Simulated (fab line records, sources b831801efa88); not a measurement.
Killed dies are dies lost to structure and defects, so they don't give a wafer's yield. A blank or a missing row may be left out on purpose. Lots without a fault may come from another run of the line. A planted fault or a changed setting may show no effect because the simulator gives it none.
Which tool did it? | flow sky130 | 14 lots, 41 wafers sampled, at 6 steps of a route of 708

WHAT THE GAUGES READ, wafer by wafer
SKY_VT_ADJUST_NCORE_OVL_MEAS_08. Usual: VT_ADJUST_NCORE_OVL 0.3 nm, standard deviation 1.6.
lot  | measured     | on         | VT_ADJUST_NCORE_OVL (nm) | flag
L436 | day 8 13:32  | overlay-01 | -1.8 0.2 0.3             |
L437 | day 8 20:42  | overlay-02 | 3.1 2.6 2.3              |
L438 | day 9 06:06  | overlay-02 | -0.4 0.6 -3.0            |
L439 | day 9 16:03  | overlay-02 | 3.6 2.9 3.8              |
L440 | day 9 17:45  | overlay-02 | 2.0 2.6 3.1              |
L441 | day 10 02:45 | overlay-01 | -1.7 -0.9 -1.7           |
L443 | day 10 17:23 | overlay-01 | 1.3 1.2 0.2              |
L444 | day 10 17:48 | overlay-01 | -2.4 -2.5 -0.6           |
L447 | day 11 18:27 | overlay-02 | -0.1 1.4 -1.5            |
L448 | day 12 02:41 | overlay-02 | 2.4 1.5 1.8              |
L449 | day 12 07:21 | overlay-01 | 1.3 1.5 1.2              |
L450 | day 12 17:02 | overlay-02 | 1.1 -1.1 -0.8            |
L457 | day 15 01:45 | overlay-02 | 0.9 -0.3                 |
L458 | day 15 04:42 | overlay-02 | 2.5 0.4 2.4              |

SKY_VT_ADJUST_HVTR_CD_MEAS_07: target cd 380 nm. Usual: cd_nm 381.2 nm, standard deviation 2.8.
lot  | measured     | on        | cd_nm (nm)        | flag
L436 | day 9 11:10  | cd_sem-01 | 384.6 381.1 384.5 |
L437 | day 9 18:38  | cd_sem-01 | 381.3 385.0 383.3 |
L438 | day 10 03:31 | cd_sem-01 | 380.6 376.6 374.5 |
L439 | day 10 14:31 | cd_sem-01 | 384.8 385.2 386.3 |
L440 | day 10 16:02 | cd_sem-01 | 383.2 381.2 382.3 |
L441 | day 11 01:59 | cd_sem-02 | 384.8 382.6 383.6 |
L443 | day 11 16:58 | cd_sem-02 | 379.6 380.1 378.8 |
L444 | day 11 17:20 | cd_sem-02 | 376.7 377.0 376.3 |
L447 | day 12 19:02 | cd_sem-01 | 379.9 378.5 375.8 |
L448 | day 13 03:19 | cd_sem-01 | 381.2 381.6 380.6 |
L449 | day 13 07:16 | cd_sem-01 | 381.5 381.8 382.3 |
L450 | day 13 18:25 | cd_sem-01 | 380.4 382.3 379.6 |
L457 | day 16 05:45 | cd_sem-01 | 376.7 376.8       |
L458 | day 16 08:53 | cd_sem-01 | 381.4 385.0 384.2 |

SKY_POLY_GATE_CD_MEAS_22. Usual: cd_nm 150.3 nm, standard deviation 2.5.
lot  | measured     | on        | cd_nm (nm)        | flag
L436 | day 16 13:58 | cd_sem-01 | 148.8 150.0 147.9 |
L437 | day 16 19:39 | cd_sem-02 | 151.7 150.6 150.9 |
L438 | day 17 04:45 | cd_sem-01 | 146.4 149.8 149.8 |
L439 | day 18 05:18 | cd_sem-01 | 152.5 151.4 145.6 |
L440 | day 18 05:19 | cd_sem-02 | 156.0 150.4 157.6 |
L441 | day 18 10:24 | cd_sem-02 | 150.3 143.5 149.4 |
L443 | day 19 02:35 | cd_sem-02 | 152.9 149.0 144.7 |
L444 | day 19 07:20 | cd_sem-02 | 151.3 148.5 149.7 |
L447 | day 20 14:07 | cd_sem-02 | 147.4 151.5 147.4 |
L448 | day 21 03:44 | cd_sem-01 | 153.1 152.7 153.0 |
L449 | day 21 05:43 | cd_sem-02 | 154.4 154.0 152.2 |
L450 | day 21 17:26 | cd_sem-01 | 153.0 149.1 148.4 |
L457 | day 24 07:08 | cd_sem-01 | 153.0 154.8       |
L458 | day 24 17:26 | cd_sem-01 | 152.9 149.9 150.1 |

SKY_LDD_LDN_OVL_MEAS_07. Usual: LDD_LDN_OVL -0.3 nm, standard deviation 1.3.
lot  | measured     | on         | LDD_LDN_OVL (nm) | flag
L436 | day 22 20:46 | overlay-02 | -2.7 -0.6 -0.6   |
L437 | day 23 05:29 | overlay-02 | 1.9 0.8 -0.2     |
L438 | day 23 13:14 | overlay-02 | 0.0 0.2 -0.8     |
L439 | day 24 14:50 | overlay-01 | -1.4 -2.1 0.0    |
L440 | day 24 15:53 | overlay-02 | 0.1 -0.9 -0.2    |
L441 | day 24 18:26 | overlay-01 | -2.4 -0.7 0.7    |
L443 | day 25 09:23 | overlay-01 | -0.3 1.5 0.1     |
L444 | day 25 16:40 | overlay-02 | 0.1 -0.8 0.2     |
L447 | day 26 21:35 | overlay-01 | -0.9 -0.5 -3.0   |
L448 | day 27 10:53 | overlay-02 | -1.2 -0.2 0.9    |
L449 | day 27 12:16 | overlay-01 | -0.7 0.2 0.3     |
L450 | day 27 20:22 | overlay-01 | -0.8 0.9 1.1     |
L457 | day 30 07:59 | overlay-02 | - 1.2            |
L458 | day 30 17:38 | overlay-02 | 3.0 - 3.1        |

SKY_LDD_LDN_TW_MEAS_13. Usual: LDD_LDN_TW 1472, standard deviation 6.9.
lot  | measured     | on            | LDD_LDN_TW     | flag
L436 | day 22 21:31 | film_metro-01 | 1479 1466 1476 |
L437 | day 23 06:13 | film_metro-03 | 1472 1482 1475 |
L438 | day 23 13:58 | film_metro-04 | 1472 1475 1456 |
L439 | day 24 15:35 | film_metro-01 | 1465 1460 1465 |
L440 | day 24 16:37 | film_metro-04 | 1473 1476 1481 |
L441 | day 24 19:10 | film_metro-01 | 1469 1464 1471 |
L443 | day 25 10:07 | film_metro-04 | 1474 1482 1467 |
L444 | day 25 17:25 | film_metro-01 | 1473 1475 1480 |
L447 | day 26 22:20 | film_metro-04 | 1474 1459 1471 |
L448 | day 27 11:37 | film_metro-01 | 1468 1472 1468 |
L449 | day 27 13:00 | film_metro-03 | 1481 1484 1489 |
L450 | day 27 21:06 | film_metro-01 | 1472 1468 1466 |
L457 | day 30 08:44 | film_metro-03 | 30 1476        | OFF
L458 | day 30 18:28 | film_metro-04 | 1462 30 1463   | OFF

WHICH TOOL RAN EACH LOT (tool, then ch and the chambers of the sampled wafers, then the start)
lot  | SKY_LDD_LDN_DEVELOP_06
L436 | litho_track-01 ch 0, day 22 20:37
L437 | litho_track-01 ch 0, day 23 05:21
L438 | litho_track-02 ch 0, day 23 13:05
L439 | litho_track-02 ch 0, day 24 14:44
L440 | litho_track-01 ch 0, day 24 15:45
L441 | litho_track-02 ch 0, day 24 18:17
L443 | litho_track-02 ch 0, day 25 09:14
L444 | litho_track-01 ch 0, day 25 16:31
L447 | litho_track-02 ch 0, day 26 21:28
L448 | litho_track-02 ch 0, day 27 10:44
L449 | litho_track-04 ch 0, day 27 12:07
L450 | litho_track-04 ch 0, day 27 20:13
L457 | litho_track-02 ch 0, day 30 07:53
L458 | litho_track-02 ch 0, day 30 17:30
- SKY_LDD_LDN_DEVELOP_06: develop time 60 s.

WHAT THE TOOLS THEMSELVES READ (means of the sampled wafers that have a number; where no wafer has one, the mark that the record gives instead)
The record holds no such reading with a usual standard deviation.

THE ANSWER, worked out from the rows above alone
Rule: a lot is off if the mean of its wafers that have a number lies more than 3 standard deviations from the usual mean. A lot without any number at a reading at which 4 lots or more have one is off too. The other lots that the step has rows for count as sound. The gauges are gone through in route order, then the tools' own readings, and for those a lot's mean is taken as printed above. The first step at which some lot is off is used, and at that step the reading that is off furthest; a lot without a number counts as furthest.
Off: L457, L458, at SKY_LDD_LDN_TW_MEAS_13 (LDD_LDN_TW).
A tool fits if, at a process step before that reading, it ran every lot that is off, and no sound lot after the first of them. The gauges at SKY_LDD_LDN_TW_MEAS_13 are tried like those tools. One fits: litho_track-02 at SKY_LDD_LDN_DEVELOP_06. Its last sound lot is L448 (day 27 10:44), its first lot that is off L457 (day 30 07:53): a fault that began between those two fits.

WHAT THE SIMULATOR HAD PUT IN
Process parameter drift: litho_track-02, from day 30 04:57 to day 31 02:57, at SKY_LDD_LDN_DEVELOP_06. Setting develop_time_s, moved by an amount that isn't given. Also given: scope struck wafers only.
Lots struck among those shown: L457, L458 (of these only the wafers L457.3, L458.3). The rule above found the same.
